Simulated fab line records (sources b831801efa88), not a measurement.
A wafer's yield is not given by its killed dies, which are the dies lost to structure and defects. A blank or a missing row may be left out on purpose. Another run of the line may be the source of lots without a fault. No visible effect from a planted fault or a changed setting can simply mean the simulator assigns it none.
Check for tools in common ; flow sky130 ; Lots sampled 13, wafers sampled 39

== WHY THIS WAS OPENED ==
2 of 13 lots carry a flag on the reading LDD_P_TW at SKY_LDD_P_TW_MEAS_11. No-fault wafers: 637, standard deviation 8.9.
Rule: flag the lot when none of its wafers has a number, or when each of its wafers that has one lies beyond 4 standard deviations from that mean. The other lots count as sound.

lot;measured;on;LDD_P_TW, wafer by wafer;flag
L378;day 20 07:47;filmMetro-02;650 650 648;
L381;day 21 13:27;filmMetro-01;629 630 634;
L383;day 22 01:28;filmMetro-02;652 649 649;
L384;day 22 21:54;filmMetro-03;626 627 626;
L385;day 22 22:37;filmMetro-01;629 628 631;
L386;day 23 07:24;filmMetro-02;649 650 646;
L387;day 23 12:49;filmMetro-01;631 636 633;
L389;day 24 10:10;filmMetro-01;630 632 631;
L390;day 24 18:20;filmMetro-01;633 630 631;
L395;day 26 01:27;filmMetro-03;631 631 635;
L397;day 26 20:28;filmMetro-03;599 596 600;FLAGGED
L398;day 27 12:39;filmMetro-02;647 648 652;
L399;day 27 15:22;filmMetro-03;599 596 596;FLAGGED
The mean of the flagged lots' numbers is 598, -39 from the usual (-4 standard deviations).

== EACH LOT AND THE TOOL IT RAN ON ==
The record holds 1 process step before the reading, out of a route of 708 steps. Read each cell as the tool, then ch plus the chambers that the sampled wafers visited, then the start.
lot;flag;SKY_LDD_P_IMPLANT_09
L378;;implanter-04 ch 0, day 20 07:34
L381;;implanter-04 ch 0, day 21 13:14
L383;;implanter-02 ch 0, day 22 01:13
L384;;implanter-04 ch 0, day 22 21:41
L385;;implanter-02 ch 0, day 22 22:22
L386;;implanter-04 ch 0, day 23 07:09
L387;;implanter-04 ch 0, day 23 12:34
L389;;implanter-04 ch 0, day 24 09:55
L390;;implanter-01 ch 0, day 24 18:06
L395;;implanter-01 ch 0, day 26 01:15
L397;FLAGGED;implanter-04 ch 0, day 26 20:15
L398;;implanter-02 ch 0, day 27 12:24
L399;FLAGGED;implanter-04 ch 0, day 27 15:07
What the steps here do:
- SKY_LDD_P_IMPLANT_09
- SKY_LDD_P_TW_MEAS_11

== FLAGGED AGAINST TOTAL, ONE TOOL AT A TIME (gauges that did the reading follow at the end) ==
step;tool;lots run;flagged;share of the flagged lots;sound lots run after its first flagged lot
SKY_LDD_P_IMPLANT_09;implanter-01;2;0;none;-
SKY_LDD_P_IMPLANT_09;implanter-02;3;0;none;-
SKY_LDD_P_IMPLANT_09;implanter-04;8;2;all;0
SKY_LDD_P_TW_MEAS_11;filmMetro-01;5;0;none;-
SKY_LDD_P_TW_MEAS_11;filmMetro-02;4;0;none;-
SKY_LDD_P_TW_MEAS_11;filmMetro-03;4;2;all;0

== THE TABLE: WHAT IT ALLOWS ==
Every flagged lot went through 2 rows of the table: implanter-04 at SKY_LDD_P_IMPLANT_09 and filmMetro-03 at SKY_LDD_P_TW_MEAS_11.
- implanter-04 at SKY_LDD_P_IMPLANT_09: 2 of its 8 lots flagged. Last sound lot L389 at day 24 09:55, first flagged lot L397 at day 26 20:15; a fault beginning in between fits. Its own readings lie more than 4 standard deviations out on every wafer of the flagged lots: doseIonsCm2, faradayCurrentUA.
- filmMetro-03 at SKY_LDD_P_TW_MEAS_11: 2 of its 4 lots flagged. Last sound lot L395 at day 26 01:27, first flagged lot L397 at day 26 20:28; a fault beginning in between fits.
Counting lots can't tell these 2 tools apart, because each fits a fault that began at some hour. More lots, or a look at what each step does to the wafer, might.

== WHAT WAS PUT IN BY THE SIMULATOR ==
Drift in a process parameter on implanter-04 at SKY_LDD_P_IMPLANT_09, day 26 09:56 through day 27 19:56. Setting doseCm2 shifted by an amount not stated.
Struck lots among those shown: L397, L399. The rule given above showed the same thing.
